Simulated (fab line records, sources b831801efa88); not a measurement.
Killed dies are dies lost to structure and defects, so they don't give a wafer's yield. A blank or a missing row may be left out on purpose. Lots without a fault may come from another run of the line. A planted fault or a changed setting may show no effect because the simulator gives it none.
Chamber matching | flow sky130 | SKY_LI_CONTACT_CMP_02 on cmp-02: 4 sister chambers
The step polishes PSG. 8 wafers are shown with their chamber, then 8 later ones without.

WAFERS WITH THEIR CHAMBER
wafer  | chamber | motor_current_A (A) | time_to_endpoint_s (s)
L577.5 | 1       | 11.7                | 34
L582.2 | 1       | 12.3                | 34
L583.4 | 3       | 10.2                | 28
L584.3 | 2       | 10.3                | 31
L588.3 | 2       | 11.0                | 26
L588.5 | 0       | 12.7                | 28
L588.6 | 3       | 9.9                 | 25
L593.1 | 0       | 13.6                | 25

WAFERS WITHOUT THEIR CHAMBER
wafer  | motor_current_A (A) | time_to_endpoint_s (s)
L593.2 | 11.8                | 35
L593.6 | 11.0                | 29
L594.1 | 13.1                | 31
L594.3 | 11.5                | 34
L594.6 | 10.3                | 33
L599.4 | 12.2                | 39
L599.5 | 11.3                | 31
L599.6 | 12.0                | 37

WHICH CHAMBER EACH WENT THROUGH
wafer  | from the rows above          | in truth
L593.2 | 1                            | 1
L593.6 | can't be placed: 2 or 3      | 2
L594.1 | can't be placed: 0 or 1      | 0
L594.3 | can't be placed: 1 or 2      | 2
L594.6 | can't be placed: 2 or 3 or 1 | 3
L599.4 | 1                            | 1
L599.5 | can't be placed: 2 or 1 or 3 | 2
L599.6 | 1                            | 1
Placed correctly: 3 of 8. Can't be placed from these rows: 5 (the true chamber is among the candidates in 5). Placed wrongly: 0.
How it was worked out, from the rows above alone: a wafer's distance from a chamber is the root of the sum, over the readings, of the square of ((its reading less the chamber's mean) divided by the reading's scatter). The wafer belongs to the nearest chamber; if the next one is less than 2 further off, it can't be placed. A chamber's mean is the mean of its shown wafers. The scatter: the root of (the sum of the squares of (reading less its chamber's mean) over the shown wafers, divided by (wafers less chambers)).
